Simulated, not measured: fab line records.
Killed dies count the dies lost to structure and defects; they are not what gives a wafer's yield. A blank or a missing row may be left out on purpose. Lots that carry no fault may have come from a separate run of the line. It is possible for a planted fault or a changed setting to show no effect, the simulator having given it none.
Shared-tool check || flow gf180mcu || 39 wafers sampled across 13 lots

== REASON IT WAS OPENED ==
Of 13 lots, 2 have the reading POLY_GATE_CVD_00_THK flagged at GF_POLY_GATE_THK_MEAS_01. Wafers without a fault read 200.3 nm, standard deviation 1.9.
Rule: flag the lot when none of its wafers has a number, or when each of its wafers that has one lies beyond 4 standard deviations from that mean. The rest of the lots are taken to be sound.

{"lot": "L211", "measured": "day 8 12:40", "on": "film-metro-01", "POLY_GATE_CVD_00_THK (nm), wafer by wafer": "203.3 201.4 202.6", "flag": ""}
{"lot": "L212", "measured": "day 8 22:02", "on": "film-metro-04", "POLY_GATE_CVD_00_THK (nm), wafer by wafer": "201.5 203.1 202.4", "flag": ""}
{"lot": "L213", "measured": "day 8 23:26", "on": "film-metro-02", "POLY_GATE_CVD_00_THK (nm), wafer by wafer": "200.7 202.1 201.2", "flag": ""}
{"lot": "L214", "measured": "day 9 04:52", "on": "film-metro-04", "POLY_GATE_CVD_00_THK (nm), wafer by wafer": "200.3 199.6 199.5", "flag": ""}
{"lot": "L217", "measured": "day 9 22:41", "on": "film-metro-02", "POLY_GATE_CVD_00_THK (nm), wafer by wafer": "200.0 201.2 201.0", "flag": ""}
{"lot": "L218", "measured": "day 10 04:23", "on": "film-metro-04", "POLY_GATE_CVD_00_THK (nm), wafer by wafer": "201.9 201.5 201.3", "flag": ""}
{"lot": "L219", "measured": "day 10 14:06", "on": "film-metro-04", "POLY_GATE_CVD_00_THK (nm), wafer by wafer": "201.0 202.1 200.2", "flag": ""}
{"lot": "L220", "measured": "day 11 01:47", "on": "film-metro-01", "POLY_GATE_CVD_00_THK (nm), wafer by wafer": "199.7 197.6 197.5", "flag": ""}
{"lot": "L222", "measured": "day 11 16:20", "on": "film-metro-01", "POLY_GATE_CVD_00_THK (nm), wafer by wafer": "199.7 198.8 201.4", "flag": ""}
{"lot": "L228", "measured": "day 13 05:11", "on": "film-metro-01", "POLY_GATE_CVD_00_THK (nm), wafer by wafer": "300.9 299.9 302.5", "flag": "FLAGGED"}
{"lot": "L230", "measured": "day 13 22:52", "on": "film-metro-01", "POLY_GATE_CVD_00_THK (nm), wafer by wafer": "301.4 300.9 303.3", "flag": "FLAGGED"}
{"lot": "L232", "measured": "day 15 05:13", "on": "film-metro-04", "POLY_GATE_CVD_00_THK (nm), wafer by wafer": "200.0 198.2 199.5", "flag": ""}
{"lot": "L233", "measured": "day 15 08:44", "on": "film-metro-02", "POLY_GATE_CVD_00_THK (nm), wafer by wafer": "197.1 195.0 195.5", "flag": ""}
On average the flagged lots' numbers are 301.5 nm, which is +101.2 nm against the usual, or +53 standard deviations.

== EACH LOT AND THE TOOL IT RAN ON ==
The record holds 1 process step before the reading, out of a route of 602 steps. Each cell gives the tool, then ch followed by the chambers the sampled wafers passed through, then the start.
{"lot": "L211", "flag": "", "GF_POLY_GATE_CVD_00": "lpcvd-02 ch 0, day 8 11:20"}
{"lot": "L212", "flag": "", "GF_POLY_GATE_CVD_00": "lpcvd-01 ch 1, day 8 20:41"}
{"lot": "L213", "flag": "", "GF_POLY_GATE_CVD_00": "lpcvd-01 ch 0, day 8 22:05"}
{"lot": "L214", "flag": "", "GF_POLY_GATE_CVD_00": "lpcvd-01 ch 0, day 9 03:31"}
{"lot": "L217", "flag": "", "GF_POLY_GATE_CVD_00": "lpcvd-02 ch 1, day 9 21:20"}
{"lot": "L218", "flag": "", "GF_POLY_GATE_CVD_00": "lpcvd-01 ch 0, day 10 03:04"}
{"lot": "L219", "flag": "", "GF_POLY_GATE_CVD_00": "lpcvd-02 ch 1, day 10 12:46"}
{"lot": "L220", "flag": "", "GF_POLY_GATE_CVD_00": "lpcvd-01 ch 1, day 10 23:47"}
{"lot": "L222", "flag": "", "GF_POLY_GATE_CVD_00": "lpcvd-02 ch 0, day 11 14:19"}
{"lot": "L228", "flag": "FLAGGED", "GF_POLY_GATE_CVD_00": "lpcvd-02 ch 1, day 13 03:50"}
{"lot": "L230", "flag": "FLAGGED", "GF_POLY_GATE_CVD_00": "lpcvd-02 ch 1, day 13 21:32"}
{"lot": "L232", "flag": "", "GF_POLY_GATE_CVD_00": "lpcvd-01 ch 0, day 15 03:52"}
{"lot": "L233", "flag": "", "GF_POLY_GATE_CVD_00": "lpcvd-01 ch 0, day 15 07:24"}
These steps, and what they do:
- GF_POLY_GATE_CVD_00: deposits poly-Si, target thk 200 nm, time 1200 s.
- GF_POLY_GATE_THK_MEAS_01

== FLAGGED AGAINST TOTAL, ONE TOOL AT A TIME (gauges that did the reading follow at the end) ==
{"step": "GF_POLY_GATE_CVD_00", "tool": "lpcvd-01", "lots run": 7, "flagged": 0, "share of the flagged lots": "none", "sound lots run after its first flagged lot": "-"}
{"step": "GF_POLY_GATE_CVD_00", "tool": "lpcvd-02", "lots run": 6, "flagged": 2, "share of the flagged lots": "all", "sound lots run after its first flagged lot": 0}
{"step": "GF_POLY_GATE_THK_MEAS_01", "tool": "film-metro-01", "lots run": 5, "flagged": 2, "share of the flagged lots": "all", "sound lots run after its first flagged lot": 0}
{"step": "GF_POLY_GATE_THK_MEAS_01", "tool": "film-metro-02", "lots run": 3, "flagged": 0, "share of the flagged lots": "none", "sound lots run after its first flagged lot": "-"}
{"step": "GF_POLY_GATE_THK_MEAS_01", "tool": "film-metro-04", "lots run": 5, "flagged": 0, "share of the flagged lots": "none", "sound lots run after its first flagged lot": "-"}

== THE TABLE: WHAT IT ALLOWS ==
Every flagged lot went through 2 rows of the table: lpcvd-02 at GF_POLY_GATE_CVD_00 and film-metro-01 at GF_POLY_GATE_THK_MEAS_01.
- lpcvd-02 at GF_POLY_GATE_CVD_00: 2 of its 6 lots flagged. It ran its last sound lot, L222, at day 11 14:19 and its first flagged lot, L228, at day 13 03:50: a fault with its onset between the two fits.
- film-metro-01 at GF_POLY_GATE_THK_MEAS_01: 2 of its 5 lots flagged. It ran its last sound lot, L222, at day 11 16:20 and its first flagged lot, L228, at day 13 05:11: a fault with its onset between the two fits.
These 2 tools cannot be told apart by counting lots, since each of them fits a fault that started at some hour. More lots, or a look at what each step does to the wafer, might.

== WHAT THE SIMULATOR HAD INSERTED ==
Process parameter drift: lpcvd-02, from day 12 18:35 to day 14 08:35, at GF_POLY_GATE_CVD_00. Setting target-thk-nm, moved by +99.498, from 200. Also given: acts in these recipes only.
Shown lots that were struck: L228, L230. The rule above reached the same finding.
